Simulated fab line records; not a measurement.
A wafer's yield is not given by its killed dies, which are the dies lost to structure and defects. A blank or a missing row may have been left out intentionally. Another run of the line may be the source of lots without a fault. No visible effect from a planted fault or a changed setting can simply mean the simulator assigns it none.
Matching of chambers :: flow gf180mcu :: GF_V4_ETCH_16 on rie-diel-03 has 4 sister chambers
The step etches BARC in N2/H2. 8 wafers are shown with their chamber, then 10 later ones without.

## WAFERS PAIRED WITH THEIR CHAMBERS
wafer: L080.4
chamber: 2
drypump-motor-current-A (A): 5.25
oes-product-au (a.u.): 0.856

wafer: L083.2
chamber: 2
drypump-motor-current-A (A): 5.25
oes-product-au (a.u.): 0.864

wafer: L083.4
chamber: 1
drypump-motor-current-A (A): 5.97
oes-product-au (a.u.): 0.856

wafer: L086.1
chamber: 0
drypump-motor-current-A (A): 5.80
oes-product-au (a.u.): 0.855

wafer: L086.3
chamber: 3
drypump-motor-current-A (A): 5.83
oes-product-au (a.u.): 0.865

wafer: L086.6
chamber: 1
drypump-motor-current-A (A): 5.97
oes-product-au (a.u.): 0.857

wafer: L088.1
chamber: 3
drypump-motor-current-A (A): 5.79
oes-product-au (a.u.): 0.855

wafer: L088.2
chamber: 0
drypump-motor-current-A (A): 5.77
oes-product-au (a.u.): 0.864

## WAFERS WITHOUT THEIR CHAMBER
wafer: L088.3
drypump-motor-current-A (A): 5.26
oes-product-au (a.u.): 0.859

wafer: L088.4
drypump-motor-current-A (A): 5.79
oes-product-au (a.u.): 0.847

wafer: L088.5
drypump-motor-current-A (A): 5.26
oes-product-au (a.u.): 0.855

wafer: L088.6
drypump-motor-current-A (A): 5.78
oes-product-au (a.u.): 0.862

wafer: L091.1
drypump-motor-current-A (A): 5.75
oes-product-au (a.u.): 0.850

wafer: L091.5
drypump-motor-current-A (A): 5.26
oes-product-au (a.u.): 0.855

wafer: L091.6
drypump-motor-current-A (A): 5.97
oes-product-au (a.u.): 0.862

wafer: L094.1
drypump-motor-current-A (A): 5.26
oes-product-au (a.u.): 0.855

wafer: L094.4
drypump-motor-current-A (A): 5.78
oes-product-au (a.u.): 0.848

wafer: L094.6
drypump-motor-current-A (A): 5.98
oes-product-au (a.u.): 0.863

## WHICH CHAMBER EACH WENT THROUGH
wafer: L088.3
from the rows above: 2
in truth: 2

wafer: L088.4
from the rows above: can't be placed: 0 or 3
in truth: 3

wafer: L088.5
from the rows above: 2
in truth: 2

wafer: L088.6
from the rows above: can't be placed: 0 or 3
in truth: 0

wafer: L091.1
from the rows above: can't be placed: 0 or 3
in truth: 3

wafer: L091.5
from the rows above: 2
in truth: 2

wafer: L091.6
from the rows above: 1
in truth: 1

wafer: L094.1
from the rows above: 2
in truth: 2

wafer: L094.4
from the rows above: can't be placed: 0 or 3
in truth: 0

wafer: L094.6
from the rows above: 1
in truth: 1
6 of 10 placed correctly. Can't be placed from these rows: 4 (the true chamber is among the candidates in 4). Wrongly placed: 0.
How it was worked out, from the rows above alone: a wafer's distance from a chamber is the root of the sum, over the readings, of the square of ((its reading less the chamber's mean) divided by the reading's scatter). If the next closest chamber is less than 2 further off than the closest, the wafer can't be placed; otherwise it belongs to the closest. A chamber's mean is the mean of its shown wafers. How the scatter is found: for the shown wafers, subtract from each reading the mean of its chamber, square and add these, divide the total by (wafers less chambers), then take the root.
